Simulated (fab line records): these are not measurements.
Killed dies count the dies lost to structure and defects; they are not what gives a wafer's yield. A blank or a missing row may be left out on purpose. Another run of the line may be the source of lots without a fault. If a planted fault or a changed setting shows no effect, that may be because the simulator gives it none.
Chamber matching ; flow sky130 ; SKY_VIA3_ETCH_15 on rie-diel-02: 4 sister chambers
The step etches SiO2 in C4F8/O2/Ar, stops on TiN, target depth 507 nm, time 78 s. 16 wafers are shown with their chamber, then 8 later ones without.

== WAFERS, EACH WITH ITS CHAMBER ==
wafer;chamber;oes-product-au (a.u.)
L078.1;0;0.939
L078.4;1;0.940
L078.5;0;0.945
L079.1;2;0.939
L079.3;3;0.942
L079.5;3;0.937
L080.2;2;0.933
L080.3;0;0.941
L080.6;3;0.936
L083.2;1;0.939
L083.4;3;0.936
L083.6;0;0.924
L087.2;0;0.933
L087.3;2;0.939
L087.5;0;0.935
L095.2;2;0.943

SIGNATURES, as means of the wafers listed above
reading;chamber 0;chamber 1;chamber 2;chamber 3;scatter within a chamber
oes-product-au;0.93617;0.93950;0.93850;0.93775;0.00536
Rule: distance of a wafer from a chamber = root of the sum over the readings of ((wafer's reading minus chamber's mean) / reading's scatter) squared. The wafer belongs to the nearest chamber; if the next one is less than 2 further off, it can't be placed. The scatter is the square root of a quotient: the sum, over the shown wafers, of each reading's squared deviation from its chamber's mean, divided by wafers minus chambers.

== WAFERS MISSING THEIR CHAMBER ==
wafer;oes-product-au (a.u.)
L095.3;0.938
L095.5;0.941
L096.2;0.937
L096.3;0.940
L096.5;0.943
L097.1;0.929
L097.5;0.934
L097.6;0.942

== WHICH CHAMBER EACH WENT THROUGH ==
wafer;from the rows above;in truth
L095.3;can't be placed: 3 or 2 or 1 or 0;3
L095.5;can't be placed: 1 or 2 or 3 or 0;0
L096.2;can't be placed: 3 or 0 or 2 or 1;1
L096.3;can't be placed: 1 or 2 or 3 or 0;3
L096.5;can't be placed: 1 or 2 or 3 or 0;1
L097.1;can't be placed: 0 or 3 or 2 or 1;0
L097.5;can't be placed: 0 or 3 or 2 or 1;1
L097.6;can't be placed: 1 or 2 or 3 or 0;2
0 of 8 placed correctly. Can't be placed from these rows: 8 (the true chamber is among the candidates in 8). Placed wrongly: 0.
